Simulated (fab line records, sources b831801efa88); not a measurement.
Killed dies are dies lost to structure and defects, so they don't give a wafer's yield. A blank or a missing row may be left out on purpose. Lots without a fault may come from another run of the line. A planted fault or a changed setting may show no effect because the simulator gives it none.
Chamber matching | flow gf180mcu | GF_V2_CMP_26 on cmp-02: 4 sister chambers
The step polishes, stops on SiO2, t overpolish 15 s, target thk 0 nm. 8 wafers are shown with their chamber, then 12 later ones without.

WAFERS WITH THEIR CHAMBER
wafer  | chamber | motor_current_A (A) | time_to_endpoint_s (s)
L089.1 | 0       | 10.4                | 83
L089.4 | 1       | 9.8                 | 84
L089.2 | 2       | 10.7                | 87
L089.5 | 3       | 12.2                | 74
L089.6 | 0       | 10.7                | 81
L090.1 | 3       | 11.5                | 78
L090.2 | 1       | 10.1                | 90
L090.6 | 2       | 11.2                | 86

WAFERS WITHOUT THEIR CHAMBER
wafer  | motor_current_A (A) | time_to_endpoint_s (s)
L091.3 | 12.5                | 82
L091.4 | 10.9                | 83
L091.6 | 9.9                 | 92
L093.1 | 12.3                | 76
L093.2 | 10.9                | 85
L093.4 | 10.6                | 82
L094.2 | 9.3                 | 89
L094.4 | 11.9                | 76
L094.6 | 11.8                | 78
L097.2 | 10.4                | 83
L097.5 | 9.7                 | 90
L097.6 | 10.7                | 85

WHICH CHAMBER EACH WENT THROUGH
wafer  | from the rows above          | in truth
L091.3 | can't be placed: 3 or 2      | 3
L091.4 | can't be placed: 0 or 2      | 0
L091.6 | can't be placed: 1 or 2      | 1
L093.1 | 3                            | 3
L093.2 | can't be placed: 2 or 0      | 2
L093.4 | can't be placed: 0 or 2      | 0
L094.2 | 1                            | 1
L094.4 | 3                            | 3
L094.6 | 3                            | 3
L097.2 | can't be placed: 0 or 1 or 2 | 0
L097.5 | 1                            | 1
L097.6 | can't be placed: 2 or 0 or 1 | 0
Placed correctly: 5 of 12. Can't be placed from these rows: 7 (the true chamber is among the candidates in 7). Placed wrongly: 0.
How it was worked out, from the rows above alone: a wafer's distance from a chamber is the root of the sum, over the readings, of the square of ((its reading less the chamber's mean) divided by the reading's scatter). The wafer belongs to the nearest chamber; if the next one is less than 2 further off, it can't be placed. A chamber's mean is the mean of its shown wafers. The scatter: the root of (the sum of the squares of (reading less its chamber's mean) over the shown wafers, divided by (wafers less chambers)).
